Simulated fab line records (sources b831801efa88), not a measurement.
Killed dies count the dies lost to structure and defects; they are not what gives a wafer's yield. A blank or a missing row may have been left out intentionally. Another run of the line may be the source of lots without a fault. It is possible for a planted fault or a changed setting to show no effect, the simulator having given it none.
Chamber matching + flow sky130 + cmp-02 running SKY_CONTACT_CMP_27: 4 sister chambers
The step polishes, stops on SiO2, t overpolish 15 s, target thk 0 nm. 7 wafers are shown with their chamber, then 7 later ones without.

== WAFERS, EACH WITH ITS CHAMBER ==
| wafer  | chamber | motor current A (A) | time to endpoint s (s) |
|--------|---------|---------------------|------------------------|
| L168.4 | 3       | 9.6                 | 73                     |
| L175.6 | 2       | 10.2                | 83                     |
| L176.1 | 2       | 10.6                | 86                     |
| L176.2 | 1       | 11.4                | 88                     |
| L176.4 | 3       | 9.7                 | 80                     |
| L180.1 | 0       | 12.6                | 84                     |
| L180.2 | 1       | 12.1                | 84                     |

== WAFERS WITHOUT THEIR CHAMBER ==
| wafer  | motor current A (A) | time to endpoint s (s) |
|--------|---------------------|------------------------|
| L180.4 | 9.6                 | 82                     |
| L181.3 | 9.9                 | 74                     |
| L181.5 | 9.8                 | 74                     |
| L181.6 | 9.3                 | 81                     |
| L185.1 | 10.5                | 85                     |
| L185.2 | 12.4                | 81                     |
| L185.5 | 11.5                | 82                     |

== EACH ONE'S CHAMBER ==
| wafer  | from the rows above     | in truth |
|--------|-------------------------|----------|
| L180.4 | can't be placed: 3 or 2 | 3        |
| L181.3 | 3                       | 3        |
| L181.5 | 3                       | 3        |
| L181.6 | can't be placed: 3 or 2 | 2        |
| L185.1 | 2                       | 2        |
| L185.2 | can't be placed: 0 or 1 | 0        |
| L185.5 | can't be placed: 1 or 0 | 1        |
Placed correctly: 3 of 7. Cannot be placed on the basis of these rows: 4; the candidates contain the true chamber in 4. Number placed wrongly: 0.
How it was worked out, from the rows above alone: a wafer's distance from a chamber is the root of the sum, over the readings, of the square of ((its reading less the chamber's mean) divided by the reading's scatter). The wafer belongs to the nearest chamber; if the next one is less than 2 further off, it can't be placed. For every chamber, the mean is computed from those of its wafers that are shown. How the scatter is found: for the shown wafers, subtract from each reading the mean of its chamber, square and add these, divide the total by (wafers less chambers), then take the root.
